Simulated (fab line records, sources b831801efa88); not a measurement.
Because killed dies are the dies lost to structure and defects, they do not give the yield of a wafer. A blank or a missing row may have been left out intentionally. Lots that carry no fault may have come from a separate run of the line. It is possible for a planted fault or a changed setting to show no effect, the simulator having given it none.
Struck lot and sound lot, side by side || flow gf180mcu || 24 out of 602 route steps
Sound: these wafers, L182.2, L182.5, L182.6. Wafers L174.1, L174.4, L174.6 were the ones struck. The cause comes at the end.
For every step that has rows: the tool of each side, followed by ch and its chambers, followed by its first start. Under that, the readings that differ: sound wafers || struck wafers || difference of the means || sigmas: that difference in standard deviations of wafers without a fault.
alike: a reading whose means differ by less than 2 such deviations, as well as words and numbers matching on both sides. not compared: withheld readings; readings where some wafer has no value; bounds like >300 that might hide an equal value; numbers whose values overlap and for which the record gives no deviation.
The two part at a step that has a row with sigmas, a row that says differs or no value, or rows on one side only. Numbers that have no deviation but don't overlap get no sigmas and don't part them. A reading missing from all wafers of one side parts the sides only when that side holds two or more wafers.

GF_M2_STRIP_17: strips in O2/N2.
  sound on plasmaAsher-04 ch 0,1, day 26 03:40; struck on plasmaAsher-01 ch 0,1, day 23 12:20
{"reading": "heaterPowerW (W)", "sound": "297 295 309", "struck": "383 382 377", "difference": "+80", "sigmas": "+2"}
  alike: drypumpMotorCurrentA, o2FlowSccm, oesProductAu, stripTimeToEndpointS
  not compared: rfHoursCounterH
then, 3 steps without rows for these wafers: GF_M2_STRIP_18 (strips in post etch residue remover, time 1200 s); GF_M2_CLEAN_19 (cleans in DIW); GF_V2_CVD_00 (deposits SiO2, target thk 600 nm, time 100 s).
GF_V2_THK_MEAS_01:
  sound on filmMetro-01, day 26 04:17; struck on filmMetro-04, day 23 12:59
  alike: V2_CVD_00_THK
GF_V2_CVD_02: deposits SiO2 from TEOS, target thk 850 nm, time 94.851 s.
  sound on pecvd-03 ch 0,1, day 26 04:20; struck on pecvd-01 ch 0,1,2, day 23 13:02
  alike: heaterPowerW, susceptorTempC
GF_V2_THK_MEAS_03:
  sound on filmMetro-03, day 26 04:25; struck on filmMetro-01, day 23 13:07
  alike: V2_CVD_02_THK
GF_V2_CMP_04: polishes SiO2.
  sound on cmp-02 ch 0,1,3, day 26 04:34; struck on cmp-01 ch 1,2, day 23 13:10
  alike: motorCurrentA, retainingRingPressureFrac, timeToEndpointS
GF_V2_BOW_MEAS_05:
  sound on filmMetro-04, day 26 04:47; struck on filmMetro-04, day 23 13:28
  alike: V2_BOW
then, 3 steps without rows for these wafers: GF_V2_DEHYDRATE_06 (time 60 s); GF_V2_HMDS_07 (prime time 60 s); GF_V2_COAT_08.
GF_V2_COAT_09: resist thk 1000 nm.
  sound on lithoTrack-01 ch 0, day 26 14:00; struck on lithoTrack-01 ch 0, day 24 01:00
{"reading": "model.KrF_of_V2_COAT_09.thkNm (nm)", "sound": "1000 999.7 1002", "struck": "890.8 889.9 886.9", "difference": -111.4, "sigmas": ""}
then, 3 steps without rows for these wafers: GF_V2_SOFTBAKE_10 (time 60 s); GF_V2_EXPOSE_11 (exposes mask Via2, target cd 260 nm); GF_V2_PEB_12 (peb time 90 s).
GF_V2_DEVELOP_13: develop time 60 s.
  sound on lithoTrack-02 ch 0, day 27 01:08; struck on lithoTrack-01 ch 0, day 24 12:25
{"reading": "model.KrF_of_V2_COAT_09.thkNm (nm)", "sound": "985.3 984.8 986.9", "struck": "875.9 874.9 871.9", "difference": -111.4, "sigmas": ""}
GF_V2_CD_MEAS_14: the cd target is 260 nm.
  sound on cdSem-01, day 27 01:17; struck on cdSem-02, day 24 12:34
{"reading": "cdNm (nm)", "sound": "257.5 258.5 259.0", "struck": "266.0 267.2 265.8", "difference": "+8.0", "sigmas": "+7"}
GF_V2_OVL_MEAS_15:
  sound on overlay-02, day 27 01:23; struck on overlay-01, day 24 12:41
  alike: V2_OVL
GF_V2_ETCH_16: etches BARC in N2/H2.
  sound on rieDiel-04 ch 2,3, day 27 01:25; struck on rieDiel-04 ch 0,1,3, day 24 12:43
{"reading": "model.V2.cdNm (nm)", "sound": "258.4 258.9 259.3", "struck": "265.6 267.3 266.1", "difference": "+7.5", "sigmas": ""}
  alike: drypumpMotorCurrentA, oesProductAu, throttleValvePct
GF_V2_ETCH_17: etches SiO2 in C4F8/O2/Ar, stops on TiN, target depth 630 nm.
  sound on rieDiel-04 ch 2,3; struck on rieDiel-04 ch 0,1,3
{"reading": "oesProductAu (a.u.)", "sound": "0.866 0.858 0.866", "struck": "0.853 0.851 0.852", "difference": -0.011, "sigmas": -2}
{"reading": "model.V2.cdNm (nm)", "sound": "259 259.4 259.8", "struck": "264.7 267.7 265.5", "difference": "+6.6", "sigmas": ""}
GF_V2_STRIP_18: strips in O2/N2.
  sound on plasmaAsher-02 ch 0,1, day 27 01:33; struck on plasmaAsher-02 ch 0,1, day 24 12:51
{"reading": "oesProductAu (a.u.)", "sound": "0.594 0.596 0.595", "struck": "0.542 0.559 0.542", "difference": -0.047, "sigmas": -8}
  alike: drypumpMotorCurrentA, heaterPowerW, o2FlowSccm
  not compared: rfHoursCounterH
then, 1 step without rows for these wafers: GF_V2_STRIP_19 (strips in post etch residue remover, time 1200 s).
-- the record jumps here: 8 days lie between the struck wafers' starts before and after (it left off in module V2 and takes up again in module PASSIVATION, whose first step shown is number 602 of the route) --
GF_PASSIVATION_PROBE_99:
  record: rows for the struck wafers here (prober-01, day 32 07:32), none for the sound ones

== WHERE THEY PART ==
First at GF_M2_STRIP_17; last, within this record, at GF_PASSIVATION_PROBE_99.

WHY: the cause the simulator had injected
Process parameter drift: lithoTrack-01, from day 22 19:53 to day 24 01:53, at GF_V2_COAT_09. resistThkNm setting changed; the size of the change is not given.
